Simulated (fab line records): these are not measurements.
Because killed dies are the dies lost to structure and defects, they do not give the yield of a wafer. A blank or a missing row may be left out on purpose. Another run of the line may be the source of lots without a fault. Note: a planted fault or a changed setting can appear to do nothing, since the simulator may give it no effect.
Struck lot and sound lot, side by side || flow sky130 || 36 steps out of a route of 708
Sound: these wafers, L133.1, L133.5, L133.6. Wafers L140.4, L140.5, L140.6 were the ones struck. At the end, the cause is stated.
Each step with rows lists, per side, the tool, then ch with its chambers, then its first start. Under that, the readings that differ: sound wafers || struck wafers || difference of the means || sigmas: that difference in standard deviations of wafers without a fault.
alike: a reading whose means differ by less than 2 such deviations, as well as words and numbers matching on both sides. not compared: withheld readings; readings where some wafer has no value; bounds like >300 that might hide an equal value; numbers whose values overlap and for which the record gives no deviation.
A row with sigmas, a row that says differs or no value, or rows on one side alone: a step with any of these is where the two part. Non-overlapping numbers with no deviation appear without sigmas and do not part them. A reading that every wafer of one side lacks parts them only if that side has two wafers or more.

first, 10 steps without rows for these wafers: SKY_GATE_OXIDE_COAT_05 (resist thk 1140 nm); SKY_GATE_OXIDE_SOFTBAKE_06 (time 60 s); SKY_GATE_OXIDE_EXPOSE_07 (exposes mask LVOM, target cd 600 nm); SKY_GATE_OXIDE_PEB_08; SKY_GATE_OXIDE_DEVELOP_09 (develop time 60 s); SKY_GATE_OXIDE_IMPLANT_11; SKY_GATE_OXIDE_WET_ETCH_12 (etches SiO2 in dHF, target depth 16.8 nm, time 336 s); SKY_GATE_OXIDE_STRIP_13 (strips in O2/N2); SKY_GATE_OXIDE_CLEAN_15 (cleans in SC1/SC2, time 150 s); SKY_GATE_OXIDE_OXIDATION_16 (stabilise 600 s, purge 300 s, target thk 3.57 nm).
SKY_POLY_GATE_CVD_00: deposits poly-Si, target thk 180 nm, time 720 s.
  sound on lpcvd-01 ch 0, day 14 07:41; struck on lpcvd-01 ch 0, day 17 14:11
{"reading": "model.poly-Si_of_POLY_GATE_CVD_00.thk-nm (nm)", "sound": "181.6 182 180.9", "struck": "137.3 134.4 136.5", "difference": -45.4, "sigmas": ""}
  alike: susceptor-temp-C
SKY_POLY_GATE_THK_MEAS_01:
  sound on film-metro-03 at day 14 08:53; struck on film-metro-04 at day 17 15:25
{"reading": "POLY_GATE_CVD_00_THK (nm)", "sound": "181.7 182.2 180.8", "struck": "137.4 134.5 136.6", "difference": -45.4, "sigmas": -35}
then, 9 steps without rows for these wafers: SKY_RES_PROTECT_DEHYDRATE_00 (time 60 s); SKY_RES_PROTECT_HMDS_01 (prime time 60 s); SKY_RES_PROTECT_COAT_02 (resist thk 1140 nm); SKY_RES_PROTECT_SOFTBAKE_03 (time 60 s); SKY_RES_PROTECT_EXPOSE_04 (exposes mask RPM, target cd 1270 nm); SKY_RES_PROTECT_PEB_05; SKY_RES_PROTECT_DEVELOP_06 (develop time 60 s); SKY_POLY_GATE_IMPLANT_02; SKY_RES_PROTECT_STRIP_07 (strips in O2/N2).
SKY_RES_PROTECT_CLEAN_09: cleans in SC1/SC2, time 150 s.
  sound on wet-bench-04 ch 1, day 15 11:27; struck on wet-bench-04 ch 3, day 18 20:03
{"reading": "model.poly-Si_of_POLY_GATE_CVD_00.thk-nm (nm)", "sound": "181 181.4 180.3", "struck": "136.7 133.8 135.9", "difference": -45.4, "sigmas": ""}
then, 11 steps without rows for these wafers: SKY_POLY_GATE_CVD_03 (deposits Si3N4 from DCS/NH3, target thk 75 nm, time 1290 s); SKY_POLY_GATE_DEHYDRATE_05 (time 60 s); SKY_POLY_GATE_HMDS_06 (prime time 60 s); SKY_POLY_GATE_COAT_07 (resist thk 110 nm); SKY_POLY_GATE_COAT_08 (resist thk 450 nm); SKY_POLY_GATE_SOFTBAKE_09 (time 90 s); SKY_POLY_GATE_EXPOSE_10 (exposes mask P1M, target cd 150 nm); SKY_POLY_GATE_PEB_11; SKY_POLY_GATE_DEVELOP_12 (develop time 60 s); SKY_POLY_GATE_ETCH_15 (etches BARC in N2/H2, stops on SiO2, time 118.5 s, target depth 110 nm); SKY_POLY_GATE_ETCH_16 (etches Si3N4 in CH3F/O2, stops on poly-Si, time 147.5 s, target depth 75 nm).
SKY_POLY_GATE_ETCH_17: etches poly-Si in HBr/Cl2, stops on SiO2, target depth 180 nm, time 70.5 s.
  sound on rie-si-02 ch 1,2,3, day 16 16:18; struck on rie-si-01 ch 0,1,2, day 20 08:08
{"reading": "oes-product-au (a.u.)", "sound": "1.000 0.995 0.991", "struck": "0.819 0.809 0.814", "difference": -0.181, "sigmas": -27}
{"reading": "model.etch.depth-nm (nm)", "sound": "181 179.7 180.3", "struck": "136.7 133.8 135.9", "difference": -44.9, "sigmas": ""}
{"reading": "model.POLY_GATE.feature-depth-nm (nm)", "sound": "181 179.7 180.3", "struck": "136.7 133.8 135.9", "difference": -44.9, "sigmas": ""}
  alike: bias-w, drypump-motor-current-A, rf-fwd-power-W, throttle-valve-pct
  not compared: rf-hours-counter-h
then, 1 step without rows for these wafers: SKY_POLY_GATE_STRIP_18 (strips in O2/N2).
-- record jumps: 28 days separate the struck wafers' starts on either side; left off in module POLY_GATE, taken up again in module PAD_OPEN, whose first shown step is the route's number 708 --
SKY_PAD_OPEN_PROBE_99:
  sound on prober-01 at day 46 09:29; struck on prober-01 at day 48 16:58
{"reading": "model.etest.res-xhigh-po.line-ohm-um", "sound": "6103 5912 5790", "struck": "5214 5224 5207", "difference": -720, "sigmas": ""}
{"reading": "model.etest.res-xhigh-po.rs-ohm-sq", "sound": "2150 2068 2031", "struck": "1831 1857 1849", "difference": -237, "sigmas": ""}
{"reading": "model.etest.res-high-po.line-ohm-um", "sound": "754.5 752.8 739.4", "struck": "894.8 903.9 895.9", "difference": "+149.3", "sigmas": ""}
{"reading": "model.etest.res-poly.line-ohm-um", "sound": "525.3 507.9 487.1", "struck": "637.3 647 628.4", "difference": "+130.8", "sigmas": ""}
{"reading": "model.etest.tip-sonos.rs-ohm-sq", "sound": "2726 2721 2748", "struck": "2586 2572 2526", "difference": -170, "sigmas": ""}
{"reading": "model.etest.res-high-po.rs-ohm-sq", "sound": "268.8 262.7 259.9", "struck": "311.5 316.6 312.1", "difference": "+49.6", "sigmas": ""}
{"reading": "model.etest.licon-high-po.rc-ohm", "sound": "366.6 353.3 341.7", "struck": "308.6 304.3 315.9", "difference": -44.3, "sigmas": ""}
{"reading": "model.etest.res-poly.rs-ohm-sq", "sound": "49.07 48.07 48.03", "struck": "59.82 61.22 60.55", "difference": "+12.14", "sigmas": ""}
  alike: killed_at_M0_to_M3, killed_at_M4_up, killed-at-contacts, killed-at-front-end, killed-at-other, killed-dies, killed-open, killed-short

## WHERE THEY PART
First at SKY_POLY_GATE_THK_MEAS_01; last, within this record, at SKY_POLY_GATE_ETCH_17. Later steps at which nothing parts them and some readings are alike: SKY_PAD_OPEN_PROBE_99.

WHY: the cause the simulator had injected
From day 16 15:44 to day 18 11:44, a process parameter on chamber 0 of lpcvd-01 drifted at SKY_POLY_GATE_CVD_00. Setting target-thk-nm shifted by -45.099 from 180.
